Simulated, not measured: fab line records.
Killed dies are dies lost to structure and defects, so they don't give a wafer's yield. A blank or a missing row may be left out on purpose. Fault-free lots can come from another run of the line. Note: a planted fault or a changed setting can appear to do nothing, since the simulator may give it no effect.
Chamber matching -- flow gf180mcu -- GF_V5_CMP_04 on cmp-02 has 4 sister chambers
The step polishes SiO2. 16 wafers are shown with their chamber, then 8 later ones without.

EACH WAFER AND ITS CHAMBER
wafer,chamber,motor_current_A (A)
L214.2,0,11.6
L214.4,1,10.7
L214.5,1,10.6
L216.2,3,10.7
L216.3,0,12.1
L216.6,3,11.2
L219.1,0,11.5
L219.3,1,10.8
L219.6,1,11.3
L220.1,0,11.3
L220.4,1,11.7
L220.6,0,11.0
L223.1,2,12.1
L223.3,0,11.3
L223.6,1,10.9
L225.1,1,11.3

SIGNATURES (averages over the wafers above)
reading,chamber 0,chamber 1,chamber 2,chamber 3,scatter within a chamber
motor_current_A,11.467,11.043,12.100,10.950,0.385
Rule: a wafer lies at a distance from a chamber equal to the root of the sum of squares, over the readings, of (its reading less the chamber's mean, divided by the reading's scatter). If the next closest chamber is less than 2 further off than the closest, the wafer can't be placed; otherwise it belongs to the closest. The scatter is the square root of a quotient: the sum, over the shown wafers, of each reading's squared deviation from its chamber's mean, divided by wafers minus chambers.

WAFERS MISSING THEIR CHAMBER
wafer,motor_current_A (A)
L225.2,12.6
L225.3,12.4
L231.3,11.0
L231.4,10.5
L231.5,11.9
L236.2,12.8
L236.5,11.4
L236.6,10.7

WHICH CHAMBER EACH WENT THROUGH
wafer,from the rows above,in truth
L225.2,can't be placed: 2 or 0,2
L225.3,can't be placed: 2 or 0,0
L231.3,can't be placed: 1 or 3 or 0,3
L231.4,can't be placed: 3 or 1 or 0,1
L231.5,can't be placed: 2 or 0 or 1 or 3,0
L236.2,can't be placed: 2 or 0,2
L236.5,can't be placed: 0 or 1 or 3 or 2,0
L236.6,can't be placed: 3 or 1 or 0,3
Placed correctly: 0 of 8. Can't be placed from these rows: 8 (the true chamber is among the candidates in 8). Wrongly placed: 0.
